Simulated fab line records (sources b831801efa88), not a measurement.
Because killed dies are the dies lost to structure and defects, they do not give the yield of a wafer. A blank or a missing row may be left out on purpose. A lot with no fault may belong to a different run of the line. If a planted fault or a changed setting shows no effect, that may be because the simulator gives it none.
Comparing a struck lot with a sound one    flow sfqLine    14 out of 325 route steps
Sound: these wafers, L383.2, L383.4, L383.6. Wafers L398.1, L398.3, L398.5 were the ones struck. The cause is given at the end.
For every step that has rows: the tool of each side, followed by ch and its chambers, followed by its first start. Under that, the readings that differ: sound wafers    struck wafers    difference of the means    sigmas: that difference in standard deviations of wafers without a fault.
alike: a reading whose means differ by less than 2 such deviations, as well as words and numbers matching on both sides. not compared: withheld readings; readings where some wafer has no value; bounds like >300 that might hide an equal value; numbers whose values overlap and for which the record gives no deviation.
The two part at a step that has a row with sigmas, a row that says differs or no value, or rows on one side only. Non-overlapping numbers with no deviation appear without sigmas and do not part them. Lack of a reading on every wafer of one side parts them only where that side has two or more wafers.

SFQ_TRILAYER_A5B_DEP_PECVD_129: deposits SiO2 from SiH4/N2O, time 133.33 s, target thk 600 nm.
  sound on pecvd-04 ch 0,2, day 70 00:05; struck on pecvd-04 ch 0,2, day 75 17:19
  alike: chamberPressureTorr, heaterPowerW, throttleValvePct
SFQ_TRILAYER_A5B_CMP_CMP_130: polishes, stops on Nb, target thk 340.7 nm.
  sound on cmp-02 ch 0,1, day 70 01:03; struck on cmp-01 ch 1,2, day 75 18:01
  alike: headPressurePsi, motorCurrentA, platenRpm
SFQ_TRILAYER_A5B_METRO_MEASURE_131:
  struck on filmMetro-01, day 75 21:01; sound on filmMetro-02, day 70 04:15
  alike: thkNm
then, 1 step without rows for these wafers: SFQ_TRILAYER_R5_DEP_SPUTTER_132 (material Ti, target thk 5 nm, time 5 s).
SFQ_TRILAYER_R5_DEP_SPUTTER_133: material MoNx, target thk 40 nm, time 66.7 s.
  struck on pvdSputter-06, day 75 22:14; sound on pvdSputter-06, day 70 05:16
  alike: throttleValvePct
SFQ_TRILAYER_R5_DEP_SPUTTER_134: material Ti, target thk 5 nm, time 5 s.
  struck on pvdSputter-06, day 75 22:17; sound on pvdSputter-06, day 70 05:19
  alike: throttleValvePct
SFQ_R5_RS_MEAS_933: a four-point-probe measurement.
  struck on filmMetro-04, day 75 22:18; sound on filmMetro-04, day 70 05:22
  alike: R5_MONX_RS
SFQ_R5_THK_MEAS_934: measures by xrf.
  struck on filmMetro-04, day 75 22:25; sound on filmMetro-04, day 70 05:28
  alike: R5_MONX_THK
then, 4 steps without rows for these wafers: SFQ_TRILAYER_R5_LITHO_COAT_141 (resist thk 62 nm); SFQ_TRILAYER_R5_LITHO_COAT_136 (resist thk 600 nm); SFQ_TRILAYER_R5_LITHO_SOFTBAKE_140; SFQ_TRILAYER_R5_LITHO_EXPOSE_137 (exposes mask R5, target cd 500 nm).
SFQ_TRILAYER_R5_LITHO_PEB_139: peb time 60 s.
  struck on lithoTrack-02, day 76 00:26; sound on lithoTrack-01 ch 0, day 70 07:37
  no value came back on the struck wafers for chillPlateTempC (C), exhaustPa (Pa), heaterPowerTotalW (W); on the sound wafers chillPlateTempC (C) reads 22.98 22.72 22.73
then, 1 step without rows for these wafers: SFQ_TRILAYER_R5_LITHO_DEVELOP_138 (time 60 s).

WHERE THEY PART
SFQ_TRILAYER_R5_LITHO_PEB_139 only, going by this record.

WHY: the cause the simulator had injected
Skipped step whole: lithoTrack-02, from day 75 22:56 on, at SFQ_TRILAYER_R5_LITHO_PEB_139. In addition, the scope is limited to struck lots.
